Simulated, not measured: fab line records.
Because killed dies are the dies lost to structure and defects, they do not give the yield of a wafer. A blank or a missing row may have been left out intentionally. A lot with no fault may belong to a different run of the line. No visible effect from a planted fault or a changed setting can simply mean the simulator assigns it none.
Matching of chambers || flow gf180mcu || GF_V2_CVD_02 on pecvd-02: 3 sister chambers
The step deposits SiO2 from TEOS, target thk 850 nm, time 94.851 s. 16 wafers are shown with their chamber, then 8 later ones without.

WAFERS, EACH WITH ITS CHAMBER
{"wafer": "L295.3", "chamber": 0, "heater_power_w (W)": 491}
{"wafer": "L295.5", "chamber": 0, "heater_power_w (W)": 530}
{"wafer": "L295.6", "chamber": 2, "heater_power_w (W)": 775}
{"wafer": "L297.1", "chamber": 0, "heater_power_w (W)": 463}
{"wafer": "L297.3", "chamber": 2, "heater_power_w (W)": 753}
{"wafer": "L297.4", "chamber": 0, "heater_power_w (W)": 515}
{"wafer": "L296.1", "chamber": 0, "heater_power_w (W)": 487}
{"wafer": "L296.2", "chamber": 1, "heater_power_w (W)": 707}
{"wafer": "L296.5", "chamber": 2, "heater_power_w (W)": 752}
{"wafer": "L298.3", "chamber": 0, "heater_power_w (W)": 539}
{"wafer": "L298.4", "chamber": 2, "heater_power_w (W)": 660}
{"wafer": "L298.5", "chamber": 2, "heater_power_w (W)": 716}
{"wafer": "L310.1", "chamber": 2, "heater_power_w (W)": 696}
{"wafer": "L310.2", "chamber": 0, "heater_power_w (W)": 566}
{"wafer": "L310.5", "chamber": 1, "heater_power_w (W)": 711}
{"wafer": "L313.3", "chamber": 2, "heater_power_w (W)": 656}

SIGNATURES (means of the wafers above)
{"reading": "heater_power_w", "chamber 0": 513.00, "chamber 1": 709.00, "chamber 2": 715.43, "scatter within a chamber": 39.9}
Rule: a wafer's distance from a chamber is the root of the sum, over the readings, of the square of ((its reading less the chamber's mean) divided by the reading's scatter). The wafer belongs to the nearest chamber; if the next one is less than 2 further off, it can't be placed. How the scatter is found: for the shown wafers, subtract from each reading the mean of its chamber, square and add these, divide the total by (wafers less chambers), then take the root.

WAFERS WHOSE CHAMBER IS MISSING
{"wafer": "L313.4", "heater_power_w (W)": 580}
{"wafer": "L313.5", "heater_power_w (W)": 628}
{"wafer": "L314.3", "heater_power_w (W)": 549}
{"wafer": "L314.5", "heater_power_w (W)": 817}
{"wafer": "L314.6", "heater_power_w (W)": 624}
{"wafer": "L316.2", "heater_power_w (W)": 660}
{"wafer": "L316.3", "heater_power_w (W)": 469}
{"wafer": "L316.6", "heater_power_w (W)": 668}

EACH ONE'S CHAMBER
{"wafer": "L313.4", "from the rows above": "can't be placed: 0 or 1 or 2", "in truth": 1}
{"wafer": "L313.5", "from the rows above": "can't be placed: 1 or 2 or 0", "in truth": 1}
{"wafer": "L314.3", "from the rows above": 0, "in truth": 0}
{"wafer": "L314.5", "from the rows above": "can't be placed: 2 or 1", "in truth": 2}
{"wafer": "L314.6", "from the rows above": "can't be placed: 1 or 2 or 0", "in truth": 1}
{"wafer": "L316.2", "from the rows above": "can't be placed: 1 or 2", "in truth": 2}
{"wafer": "L316.3", "from the rows above": 0, "in truth": 0}
{"wafer": "L316.6", "from the rows above": "can't be placed: 1 or 2", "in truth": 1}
2 of 8 placed correctly. Unplaceable from these rows: 6, with the true chamber sitting among the candidates in 6. Wrongly placed: 0.
